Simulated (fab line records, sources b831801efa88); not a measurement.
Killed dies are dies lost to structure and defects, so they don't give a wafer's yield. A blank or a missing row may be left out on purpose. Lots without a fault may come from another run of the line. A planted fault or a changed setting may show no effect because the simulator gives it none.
fab line records | flow gf180mcu
record lots=11 wafers=33 last_day=34
route steps=602 shown V2@405 M3@413
lots that met no fault: from a run of the same line without faults
start_h: hours from the record's first day to the start of the lot's first wafer shown | wait_h: hours since the lot's step before | " the same as in the row above | L1.1+2: a row that stands for several wafers | - no value, or no start given | * or withheld: withheld | < > ~ a bound
route shown NAME@n: a module of which the file shows steps, and the number in the route of the first | usual: mean/standard deviation of fault-free wafers | same: alike in all rows | chamber/n: place in a boat | sites: the reading at each site | _std_site: their standard deviation | _edge_site: outer sites' mean less inner sites' | radius_mm: how far each site lies from the wafer's centre | mask NAME#n: copy n | behind: the tool/chamber that last shaped the wafer | hold: why the lot was held/for how many hours/how that ended | device: the transistor (n, p or np) that didn't switch | end of line: the same wafers' tests at the end of the route | a step without rows: its recipe alone | killed: dies lost to structure and defects at the first sort, not the wafer's yield | map: a wafer's dies, x killed, . not, _ none there
set.NAME: the setting as run; set.NAME@STEP: as run at that earlier step | model.NAME: the simulator's own value behind a step, which no gauge read
steps of the route over a sample of lots; a table a step, a row a wafer
services: from which hour (start_h, from the record's first day; less than 0 if before it) a tool's chamber was out of use, for how many hours, and why
## steps
# step GF_V2_CVD_23
# recipe material=W target_thk_nm=350 time_s=104.94 temp_c=400 pressure_torr=40
# usual chamber_pressure_Torr=40.01/0.1 heater_power_w=827/19
# columns lot.wafer tool chamber start_h wait_h chamber_pressure_Torr heater_power_w
L833.3 cvd_w-01 1 476.57 0.1 39.99 834
L833.4 " 0 " " 39.93 788
L833.5 " 1 " " 39.88 853
L838.2 cvd_w-02 1 519.96 0.0 40.15 825
L838.4 " 0 " " 40.08 832
L838.5 " 0 " " 40.07 839
L840.1 cvd_w-02 1 538.22 0.0 40.01 792
L840.3 " 1 " " 40.09 825
L840.5 " 1 " " 40.10 823
L842.1 cvd_w-02 0 550.58 0.0 40.01 816
L842.5 " 1 " " 39.95 801
L842.6 " 0 " " 39.98 835
L845.1 cvd_w-01 0 572.16 0.0 39.81 811
L845.2 " 1 " " 39.99 860
L845.4 " 1 " " 39.87 837
L847.2 cvd_w-02 1 593.60 0.0 40.16 811
L847.4 " 1 " " 40.01 833
L847.6 " 1 " " 39.95 815
L850.1 cvd_w-01 0 610.80 0.0 40.00 793
L850.3 " 0 " " 40.08 809
L850.6 " 0 " " 40.05 811
L851.2 cvd_w-02 0 619.50 0.0 40.05 814
L851.4 " 0 " " 40.12 810
L851.6 " 1 " " 40.27 815
L852.1 cvd_w-02 0 628.10 0.0 39.94 832
L852.2 " 1 " " 39.96 825
L852.3 " 1 " " 39.91 822
L853.1 cvd_w-01 1 634.49 0.0 40.09 854
L853.3 " 0 " " 40.09 815
L853.5 " 1 " " 40.08 860
L854.2 cvd_w-01 0 637.07 0.0 39.88 821
L854.3 " 0 " " 39.93 816
L854.4 " 1 " " 39.92 845
# step GF_M3_SPUTTER_04
# recipe material=TiN target_thk_nm=50 power_w=6500 time_s=41.7 chamber_pressure_pa=0.4
# usual throttle_valve_pct=30.2/1
# columns lot.wafer tool chamber start_h wait_h throttle_valve_pct
L833.3 pvd_sputter-03 - 477.31 0.0 30.4
L833.4 " - " " 30.9
L833.5 " - " " 30.9
L838.2 pvd_sputter-01 - 520.73 0.0 30.4
L838.4 " - " " 29.8
L838.5 " - " " 29.7
L840.1 pvd_sputter-04 - 539.00 0.0 30.3
L840.3 " - " " 30.6
L840.5 " - " " 30.4
L842.1 pvd_sputter-04 - 551.35 0.0 30.7
L842.5 " - " " 30.8
L842.6 " - " " 31.7
L845.1 pvd_sputter-03 - 572.93 0.0 28.7
L845.2 " - " " 30.3
L845.4 " - " " 30.9
L847.2 pvd_sputter-04 - 598.09 0.0 30.6
L847.4 " - " " 31.1
L847.6 " - " " 31.0
L850.1 pvd_sputter-03 - 611.57 0.0 30.0
L850.3 " - " " 28.5
L850.6 " - " " 31.3
L851.2 pvd_sputter-04 - 620.27 0.0 29.8
L851.4 " - " " 31.2
L851.6 " - " " 31.2
L852.1 pvd_sputter-01 - 628.87 0.0 30.8
L852.2 " - " " 30.4
L852.3 " - " " 28.0
L853.1 pvd_sputter-04 - 635.26 0.0 30.2
L853.3 " - " " 31.0
L853.5 " - " " 30.1
L854.2 pvd_sputter-04 - 637.84 0.0 30.9
L854.3 " - " " 31.4
L854.4 " - " " 30.4
# step GF_M3_RS_MEAS_05
# recipe thk_meas_gauge=four-point-probe reads=TiN_of_M3_SPUTTER_04+Ti_of_M3_SPUTTER_03+AlCu_of_M3_SPUTTER_02+TiN_of_M3_SPUTTER_01+Ti_of_M3_SPUTTER_00
# usual M3_ALCU_RS=0.0698/0.00071
# columns lot.wafer tool chamber start_h wait_h M3_ALCU_RS[ohm/sq]
L833.3 film_metro-03 - 477.39 0.1 0.0687
L833.4 " - " " 0.0690
L833.5 " - " " 0.0698
L838.2 film_metro-03 - 520.79 0.0 0.0692
L838.4 " - " " 0.0695
L838.5 " - " " 0.0694
L840.1 film_metro-01 - 539.04 0.0 0.0698
L840.3 " - " " 0.0697
L840.5 " - " " 0.0696
L842.1 film_metro-01 - 551.39 0.0 0.0710
L842.5 " - " " 0.0710
L842.6 " - " " 0.0711
L845.1 film_metro-01 - 572.97 0.0 0.0683
L845.2 " - " " 0.0698
L845.4 " - " " 0.0695
L847.2 film_metro-03 - 598.15 0.0 0.0699
L847.4 " - " " 0.0695
L847.6 " - " " 0.0696
L850.1 film_metro-04 - 611.61 0.0 0.0704
L850.3 " - " " 0.0704
L850.6 " - " " 0.0705
L851.2 film_metro-04 - 620.33 0.0 0.0715
L851.4 " - " " 0.0711
L851.6 " - " " 0.0707
L852.1 film_metro-03 - 628.91 0.0 0.0704
L852.2 " - " " 0.0696
L852.3 " - " " 0.0692
L853.1 film_metro-03 - 635.30 0.0 0.0708
L853.3 " - " " 0.0700
L853.5 " - " " 0.0704
L854.2 film_metro-04 - 637.90 0.0 0.0697
L854.3 " - " " 0.0692
L854.4 " - " " 0.0700
# step GF_M3_METAL_ETCH_16
# recipe chemistry=Cl2/BCl3 mask_material=KrF target_depth_nm=750.8 stop_on=SiO2 pressure_mtorr=8 icp_w=800 bias_w=140 Cl2_flow_sccm=80 bcl3_flow_sccm=40 time_s=125.1
# usual drypump_motor_current_A=5.51/0.26 mfc_cl2_sccm=80.01/0.24 oes_product_au=0.990/0.0052 throttle_valve_pct=28.230/0.0092
# columns lot.wafer tool chamber start_h wait_h drypump_motor_current_A mfc_cl2_sccm oes_product_au rf_hours_counter_h throttle_valve_pct
L833.3 rie_metal-02 1 501.44 0.1 5.79 80.05 0.995 - 28.240
L833.4 " 0 " " 5.59 79.79 0.999 - 28.228
L833.5 " 1 " " 5.78 80.07 0.995 - 28.235
L838.2 rie_metal-03 1 543.02 0.0 5.67 80.22 0.996 0 28.211
L838.4 " 1 " " 5.66 79.96 1.001 - 28.206
L838.5 " 0 " " 5.44 79.81 0.986 - 28.223
L840.1 rie_metal-02 1 561.29 0.0 5.76 80.17 0.994 6 28.243
L840.3 " 1 " " 5.78 79.88 0.991 - 28.235
L840.5 " 1 " " 5.76 80.01 0.990 - 28.221
L842.1 rie_metal-03 1 574.69 0.0 5.69 80.22 0.992 1 28.234
L842.5 " 1 " " 5.67 80.11 0.993 - 28.223
L842.6 " 1 " " 5.66 80.22 0.993 - 28.216
L845.1 rie_metal-02 1 594.59 0.0 5.78 79.77 0.995 8 28.238
L845.2 " 0 " " 5.63 80.02 0.992 10 28.226
L845.4 " 0 " " 5.59 80.24 0.992 - 28.224
L847.2 rie_metal-02 1 619.09 0.0 5.80 79.76 0.988 8 28.236
L847.4 " 1 " " 5.80 79.42 0.993 - 28.249
L847.6 " 1 " " 5.79 79.74 0.991 - 28.220
L850.1 rie_metal-01 0 631.84 0.0 5.53 79.98 0.982 1 28.229
L850.3 " 1 " " 5.00 79.80 0.998 - 28.218
L850.6 " 1 " " 4.98 80.31 0.990 - 28.241
L851.2 rie_metal-01 1 641.14 0.0 4.97 79.82 0.989 13 28.228
L851.4 " 0 " " 5.50 79.98 0.987 - 28.230
L851.6 " 1 " " 4.98 79.82 0.988 - 28.224
L852.1 rie_metal-03 0 649.34 0.0 5.41 80.36 0.988 2 28.225
L852.2 " 1 " " 5.66 79.99 0.989 4 28.234
L852.3 " 0 " " 5.43 80.07 0.980 - 28.230
L853.1 rie_metal-01 1 654.94 0.0 4.97 80.10 0.991 14 28.226
L853.3 " 0 " " 5.52 80.03 0.986 - 28.230
L853.5 " 0 " " 5.52 80.22 0.990 - 28.230
L854.2 rie_metal-01 1 657.92 0.0 4.97 79.78 0.990 14 28.236
L854.3 " 0 " " 5.48 80.00 0.982 - 28.220
L854.4 " 1 " " 4.97 79.78 0.990 - 28.219
# step GF_M3_STRIP_17
# recipe chemistry=O2/N2 power_w=1400 pressure_mtorr=1500 platen_temp_c=250 o2_flow_sccm=3000 n2_flow_sccm=300 overash_fraction=0.5
# usual drypump_motor_current_A=5.6/0.38 heater_power_w=347/45 oes_product_au=0.538/0.0046 strip_time_to_endpoint_s=7.37/0.039
# columns lot.wafer tool chamber start_h wait_h drypump_motor_current_A heater_power_w oes_product_au rf_hours_counter_h strip_time_to_endpoint_s
L833.3 plasma_asher-01 1 501.56 0.1 5.7 374 0.538 - 7.35
L833.4 " 0 " " 5.3 316 0.541 - 7.38
L833.5 " 1 " " 5.7 362 0.536 - 7.30
L838.2 plasma_asher-03 0 543.15 0.1 5.6 296 0.492 50 6.21
L838.4 " 0 " " 5.6 289 0.493 - 6.28
L838.5 " 1 " " 6.2 298 0.537 - 7.32
L840.1 plasma_asher-04 1 561.55 0.2 5.1 317 0.540 87 7.33
L840.3 " 1 " " 5.2 329 0.543 - 7.39
L840.5 " 0 " " 6.0 423 0.534 - 7.37
L842.1 plasma_asher-04 1 574.95 0.2 5.2 333 0.491 89 6.34
L842.5 " 1 " " 5.2 324 0.493 - 6.29
L842.6 " 0 " " 6.0 412 0.490 - 6.32
L845.1 plasma_asher-04 0 594.72 0.1 6.0 416 0.537 91 7.37
L845.2 " 1 " " 5.2 331 0.533 91 7.42
L845.4 " 1 " " 5.2 326 0.535 - 7.38
L847.2 plasma_asher-04 1 619.22 0.1 5.1 320 0.538 94 7.43
L847.4 " 1 " " 5.1 325 0.538 - 7.39
L847.6 " 0 " " 6.1 418 0.546 - 7.39
L850.1 plasma_asher-01 1 631.97 0.1 5.6 361 0.532 88 7.34
L850.3 " 0 " " 5.3 318 0.536 - 7.30
L850.6 " 0 " " 5.3 313 0.539 - 7.32
L851.2 plasma_asher-04 0 641.27 0.1 6.0 417 0.529 96 7.34
L851.4 " 1 " " 5.1 329 0.542 - 7.40
L851.6 " 0 " " 6.0 416 0.543 - 7.40
L852.1 plasma_asher-04 1 649.47 0.1 5.1 327 0.538 96 7.40
L852.2 " 0 " " 6.0 413 0.537 96 7.37
L852.3 " 1 " " 5.1 331 0.541 - 7.39
L853.1 plasma_asher-01 0 655.07 0.1 5.3 319 0.535 91 7.40
L853.3 " 1 " " 5.6 365 0.537 - 7.38
L853.5 " 0 " " 5.3 322 0.536 - 7.40
L854.2 plasma_asher-01 0 658.05 0.1 5.3 315 0.531 91 7.32
L854.3 " 1 " " 5.7 361 0.533 - 7.37
L854.4 " 0 " " 5.3 333 0.538 - 7.32
## services
# columns tool chamber start_h hours kind
plasma_asher-01 - 458.35 2.8 pm
pvd_sputter-03 - 483.43 1.5 repair
rie_metal-03 1 507.70 - clean
rie_metal-03 1 507.70 23.2 scheduled_down
plasma_asher-04 - 519.29 1.7 repair
rie_metal-02 - 527.51 0.2 repair
pvd_sputter-01 - 532.16 1.3 repair
plasma_asher-01 - 542.42 16.4 repair
rie_metal-03 - 545.16 0.5 repair
rie_metal-02 0 546.57 22.4 repair
pvd_sputter-04 1 547.90 - consumable_replace:kit
pvd_sputter-04 1 547.90 18.0 scheduled_down
pvd_sputter-04 1 547.90 18.0 vent_cycle
cvd_w-02 1 562.18 13.3 repair
cvd_w-01 - 569.94 0.5 repair
rie_metal-01 0 601.61 - clean
rie_metal-01 0 601.61 13.3 scheduled_down
rie_metal-01 0 601.61 13.3 vent_cycle
cvd_w-02 - 608.73 3.2 repair
plasma_asher-04 - 620.24 8.9 repair
plasma_asher-01 - 620.38 3.3 repair
rie_metal-01 - 621.73 2.8 pm
plasma_asher-03 - 627.34 10.3 repair
cvd_w-01 - 639.49 1.1 repair
## key
first_sign step=GF_M3_STRIP_17 reading=strip_time_to_endpoint_s direction=down sigmas=28 usual=* struck=*
effect step=GF_M3_STRIP_17 reading=oes_product_au direction=down sigmas=9.9 usual=0.538 struck=0.492
met_at GF_M3_METAL_ETCH_16
struck_lots L838,L842
struck_wafers L838.2,L838.4,L842.1,L842.5,L842.6
not_acting_at GF_V2_CVD_23,GF_M3_SPUTTER_04,GF_M3_RS_MEAS_05
fault kind=process_parameter_drift tool=rie_metal-03 chamber=1 onset_h=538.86 steps=GF_M3_METAL_ETCH_16 channel=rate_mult offset=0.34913 shape=step end_h=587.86
